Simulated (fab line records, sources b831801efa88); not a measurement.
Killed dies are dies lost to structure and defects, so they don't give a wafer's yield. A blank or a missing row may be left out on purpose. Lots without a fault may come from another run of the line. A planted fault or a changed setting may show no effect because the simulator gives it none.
fab line records | flow sky130 | part 2 of 2: steps 27 to 33 of 33
record lots=5 wafers=15 last_day=50
route steps=708 shown VIA1@471 METAL2@483
lots that met no fault: from a run of the same line without faults
start_h: hours from the record's first day to the start of the lot's first wafer shown | wait_h: hours since the lot's step before | " the same as in the row above | L1.1+2: a row that stands for several wafers | - no value, or no start given | * or withheld: withheld | < > ~ a bound
route shown NAME@n: a module of which the file shows steps, and the number in the route of the first | usual: mean/standard deviation of fault-free wafers | same: alike in all rows | chamber/n: place in a boat | sites: the reading at each site | _std_site: their standard deviation | _edge_site: outer sites' mean less inner sites' | radius_mm: how far each site lies from the wafer's centre | mask NAME#n: copy n | behind: the tool/chamber that last shaped the wafer | hold: why the lot was held/for how many hours/how that ended | device: the transistor (n, p or np) that didn't switch | end of line: the same wafers' tests at the end of the route | a step without rows: its recipe alone | killed: dies lost to structure and defects at the first sort, not the wafer's yield | map: a wafer's dies, x killed, . not, _ none there
set.NAME: the setting as run; set.NAME@STEP: as run at that earlier step | model.NAME: the simulator's own value behind a step, which no gauge read
lots at some steps of the route; a table a step, a row a wafer
services: from which hour (start_h, from the record's first day; less than 0 if before it) a tool's chamber was out of use, for how many hours, and why
## steps
# step SKY_METAL2_DEVELOP_14
# recipe develop_time_s=60 resist=KrF-thick dev_temp_c=21
# usual chill_plate_temp_C=23.00/0.1
# columns lot.wafer tool chamber start_h wait_h chill_plate_temp_C
L074.1 litho_track-04 0 - - 23.13
L074.4 " 0 " " 22.97
L074.6 " 0 " " 23.04
L080.2 litho_track-03 0 - - 23.02
L080.5 " 0 " " 22.97
L080.6 " 0 " " 23.06
L089.1 litho_track-03 0 - - 22.94
L089.4 " 0 " " 22.95
L089.5 " 0 " " 23.09
L092.1 litho_track-02 0 - - 23.01
L092.2 " 0 " " 22.84
L092.5 " 0 " " 22.83
L095.1 litho_track-04 0 - - 22.99
L095.2 " 0 " " 22.94
L095.6 " 0 " " 23.00
# step SKY_METAL2_CD_MEAS_15
# recipe target_cd_nm=140
# usual cd_nm=139.9/1.7
# columns lot.wafer tool chamber start_h wait_h cd_nm
L074.1 cd_sem-01 - 821.97 - 140.4
L074.4 " - " " 140.3
L074.6 " - " " 141.4
L080.2 cd_sem-01 - 869.14 - 143.0
L080.5 " - " " 141.9
L080.6 " - " " 141.0
L089.1 cd_sem-01 - 929.02 - 139.8
L089.4 " - " " 138.8
L089.5 " - " " 140.7
L092.1 cd_sem-01 - 956.43 - 139.9
L092.2 " - " " 141.9
L092.5 " - " " 142.2
L095.1 cd_sem-01 - 974.87 - 138.1
L095.2 " - " " 139.0
L095.6 " - " " 138.1
# step SKY_METAL2_OVL_MEAS_16
# usual METAL2_OVL=3/5.6
# columns lot.wafer tool chamber start_h wait_h METAL2_OVL[nm]
L074.1 overlay-01 - 822.09 0.1 19
L074.4 " - " " 10
L074.6 " - " " 10
L080.2 overlay-02 - 869.24 0.1 3
L080.5 " - " " -2
L080.6 " - " " 6
L089.1 overlay-01 - 929.14 0.1 -6
L089.4 " - " " 2
L089.5 " - " " -3
L092.1 overlay-01 - 956.55 0.1 1
L092.2 " - " " 2
L092.5 " - " " 2
L095.1 overlay-02 - 974.99 0.1 9
L095.2 " - " " 1
L095.6 " - " " -4
# step SKY_METAL2_DESCUM_17
# recipe chemistry=O2 source_power_w=150 bias_power_w=0 pressure_mtorr=10 temp_c=40 time_s=8
# usual drypump_motor_current_A=5.46/0.27 oes_product_au=1.003/0.0098
# same bias_power_w=0
# columns lot.wafer tool chamber start_h wait_h drypump_motor_current_A oes_product_au rf_hours_counter_h
L074.1 rie_metal-04 1 822.12 0.0 4.98 0.995 4
L074.4 " 1 " " 4.99 0.995 -
L074.6 " 0 " " 5.60 1.002 -
L080.2 rie_metal-01 1 869.27 0.0 5.68 1.005 6
L080.5 " 1 " " 5.69 0.992 -
L080.6 " 0 " " 5.30 1.013 -
L089.1 rie_metal-01 0 929.17 0.0 5.32 1.009 16
L089.4 " 0 " " 5.29 1.008 -
L089.5 " 0 " " 5.30 1.006 -
L092.1 rie_metal-03 0 956.59 0.0 5.80 1.005 5
L092.2 " 1 " " 5.54 1.013 19
L092.5 " 0 " " 5.82 1.012 -
L095.1 rie_metal-03 0 975.02 0.0 5.75 1.003 7
L095.2 " 1 " " 5.52 1.007 21
L095.6 " 0 " " 5.77 1.000 -
# step SKY_METAL2_ETCH_18
# recipe chemistry=N2/H2 target=BARC ion_energy_ev=200 bias_w=100 pressure_mtorr=30 n2_flow_sccm=100 h2_flow_sccm=200 icp_w=500 stop_on=SiO2 time_s=45.9 target_depth_a=600
# usual bias_w=100.00/0.26 drypump_motor_current_A=5.47/0.27 oes_product_au=0.854/0.005 throttle_valve_pct=13.224/0.0088
# columns lot.wafer tool chamber start_h wait_h bias_w drypump_motor_current_A oes_product_au rf_hours_counter_h throttle_valve_pct
L074.1 rie_metal-04 1 822.15 0.0 99.90 4.96 0.851 4 13.212
L074.4 " 1 " " 100.17 4.94 0.852 - 13.227
L074.6 " 0 " " 100.13 5.62 0.857 - 13.222
L080.2 rie_metal-01 1 869.31 0.0 99.82 5.72 0.854 6 13.223
L080.5 " 1 " " 100.27 5.71 0.856 - 13.210
L080.6 " 0 " " 99.74 5.30 0.853 - 13.228
L089.1 rie_metal-01 0 929.21 0.0 99.80 5.30 0.859 16 13.229
L089.4 " 0 " " 100.00 5.32 0.854 - 13.223
L089.5 " 0 " " 100.05 5.30 0.857 - 13.211
L092.1 rie_metal-03 0 956.62 0.0 99.40 5.79 0.851 5 13.222
L092.2 " 1 " " 100.06 5.54 0.862 19 13.225
L092.5 " 0 " " 99.59 5.80 0.854 - 13.222
L095.1 rie_metal-03 0 975.06 0.0 99.88 5.82 0.852 7 13.225
L095.2 " 1 " " 100.26 5.53 0.862 21 13.221
L095.6 " 0 " " 99.71 5.83 0.856 - 13.211
# step SKY_METAL2_METAL_ETCH_19
# recipe target_depth_a=3600 stop_on=SiO2 over_etch_frac=0.3 time_s=78 chemistry=Cl2/BCl3 resist_sidewall_deg=88 pressure_mtorr=10 icp_w=900 bias_w=48.5 Cl2_flow_sccm=60 bcl3_flow_sccm=30
# usual bias_w=48.52/0.14 drypump_motor_current_A=5.46/0.27 oes_product_au=0.854/0.0062 throttle_valve_pct=22.264/0.0096
# columns lot.wafer tool chamber start_h wait_h bias_w drypump_motor_current_A oes_product_au rf_hours_counter_h throttle_valve_pct
L074.1 rie_metal-04 1 822.22 0.0 48.37 4.99 0.864 4 22.260
L074.4 " 1 " " 48.37 4.95 0.849 - 22.258
L074.6 " 0 " " 48.51 5.70 0.853 - 22.253
L080.2 rie_metal-01 1 869.37 0.0 48.50 5.71 0.861 6 22.280
L080.5 " 1 " " 48.51 5.70 0.850 - 22.272
L080.6 " 0 " " 48.69 5.30 0.842 - 22.263
L089.1 rie_metal-01 0 929.27 0.0 48.48 5.28 0.872 16 22.273
L089.4 " 0 " " 48.40 5.26 0.866 - 22.266
L089.5 " 0 " " 48.47 5.29 0.860 - 22.273
L092.1 rie_metal-03 0 956.68 0.0 48.77 5.78 0.850 5 22.262
L092.2 " 1 " " 48.64 5.50 0.846 19 22.264
L092.5 " 0 " " 48.67 5.77 0.864 - 22.263
L095.1 rie_metal-03 0 975.12 0.0 48.52 5.80 0.865 7 22.268
L095.2 " 1 " " 48.37 5.53 0.848 21 22.275
L095.6 " 0 " " 48.59 5.79 0.855 - 22.255
# step SKY_METAL2_STRIP_20
# recipe chemistry=O2/N2 power_w=1400 pressure_mtorr=1500 platen_temp_c=withheld o2_flow_sccm=3000 n2_flow_sccm=300 overash_fraction=0.5
# usual drypump_motor_current_A=5.7/0.56 oes_product_au=0.342/0.0048 strip_time_to_endpoint_s=2.68/0.041
# columns lot.wafer tool chamber start_h wait_h drypump_motor_current_A oes_product_au rf_hours_counter_h strip_time_to_endpoint_s
L074.1 plasma_asher-01 0 822.31 0.1 6.6 0.337 69 2.74
L074.4 " 1 " " 5.4 0.346 - 2.73
L074.6 " 1 " " 5.4 0.339 - 2.68
L080.2 plasma_asher-04 0 869.46 0.1 5.3 0.344 12 2.69
L080.5 " 1 " " 5.3 0.342 - 2.70
L080.6 " 0 " " 5.3 0.331 - 2.61
L089.1 plasma_asher-03 1 929.36 0.1 5.4 0.340 110 2.72
L089.4 " 1 " " 5.4 0.343 - 2.69
L089.5 " 0 " " 6.5 0.340 - 2.70
L092.1 plasma_asher-01 1 956.77 0.1 5.4 0.349 82 2.72
L092.2 " 0 " " 6.6 0.340 82 2.62
L092.5 " 1 " " 5.4 0.348 - 2.72
L095.1 plasma_asher-03 0 975.21 0.1 6.4 0.343 114 2.68
L095.2 " 1 " " 5.3 0.336 114 2.60
L095.6 " 0 " " 6.4 0.345 - 2.67
## services
# columns tool chamber start_h hours kind
pvd_sputter-04 - 785.26 3.4 repair
cmp-02 - 790.68 0.4 repair
rie_metal-01 - 794.96 4.0 pm
pvd_sputter-04 - 815.04 4.4 repair
cmp-02 - 815.23 2.9 pm
rie_metal-03 1 826.69 6.6 repair
rie_diel-02 0 837.71 29.9 repair
rie_diel-02 1 838.22 2.0 repair
rie_diel-02 1 842.52 5.1 repair
cmp-02 - 844.32 3.1 repair
rie_diel-02 2 859.79 1.9 repair
rie_metal-01 - 864.21 2.8 pm
rie_diel-02 1 897.06 14.5 repair
rie_diel-01 2 897.63 7.3 repair
plasma_asher-01 - 904.09 1.9 repair
rie_metal-01 0 906.59 1.2 repair
pvd_sputter-04 - 907.88 1.4 repair
rie_diel-01 1 908.34 7.2 repair
pvd_sputter-04 - 914.06 1.5 repair
plasma_asher-01 - 918.16 0.6 repair
rie_diel-01 - 927.41 2.8 pm
rie_diel-02 3 927.68 4.2 repair
cmp-02 - 960.10 1.4 repair
cmp-02 - 970.12 1.0 repair
